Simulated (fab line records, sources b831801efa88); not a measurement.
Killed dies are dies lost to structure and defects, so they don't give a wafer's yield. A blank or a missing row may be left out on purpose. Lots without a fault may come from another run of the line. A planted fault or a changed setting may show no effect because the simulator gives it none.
Problem report in the 8D (eight disciplines) form, filled by code | flow gf180mcu | the parts of the form that need people (team, actions taken, sign-off) are left out

1. THE PROBLEM
beam_energy_keV at GF_NWELL_IMPLANT_09 reads a mean of 170.19 on 6 wafers of 2 lots; wafers without a fault read 160.00 with a standard deviation of 0.051. That is +99 or more standard deviations from the usual mean.
First seen on wafer L338.1, day 4 19:49, on implanter-02. The record holds 18 wafers of 6 lots with a number at this step. Rule for "out", or "out of limits": more than 4 standard deviations from the usual mean. The other wafers with a number count as sound.

2. WHAT IT IS AND WHAT IT IS NOT
question                    | is                     | is not
which readings at this step | beam_energy_keV        | -
which lots                  | L338, L340             | L337, L345, L346, L347
which wafers of those lots  | all that have a number | -
read on which tools         | implanter-02           | implanter-01, implanter-04
when                        | from day 4 19:49       | up to then (3 sound wafers); but 9 sound wafers of L345, L346, L347 came after

3. SUSPECTS, AND WHAT RULES EACH OUT
Counting: a tool at a process step up to the reading stays a suspect if it ran every lot that is out and no sound lot after the first of them.
- implanter-02 at GF_NWELL_IMPLANT_09: kept. It ran every lot that is out, first L338 (day 4 19:49), and no sound lot after that; its last sound lot up to then is L337 (day 4 15:55). Its own readings are out on those wafers: beam_energy_keV.
Left after counting: implanter-02 at GF_NWELL_IMPLANT_09.

4. THE CAUSE (what the simulator had put in)
Process parameter drift: implanter-02, from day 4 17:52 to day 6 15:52, at GF_NWELL_IMPLANT_09. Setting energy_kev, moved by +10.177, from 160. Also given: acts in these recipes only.
Counting left only this tool.

5. THE CHAIN OF EFFECTS, in route order
Each row: a reading whose mean over the struck wafers that have a number lies more than 3 standard deviations from the usual. Only readings for which the record gives a usual standard deviation are gone through. hours: the time from each lot's start at the first step in this table that gives one to its start at this step, as a median over the lots. sigmas: the change in usual standard deviations.
hours | step                | reading         | usual  | on struck wafers | change | sigmas
0     | GF_NWELL_IMPLANT_09 | beam_energy_keV | 160.00 | 170.19           | +10.19 | +99 or more
The process steps in it:
- GF_NWELL_IMPLANT_09

6. WHAT WOULD HAVE CAUGHT IT SOONER
In this record the first reading out of limits was taken at day 4 19:49, 2 hours after the fault began at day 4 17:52.
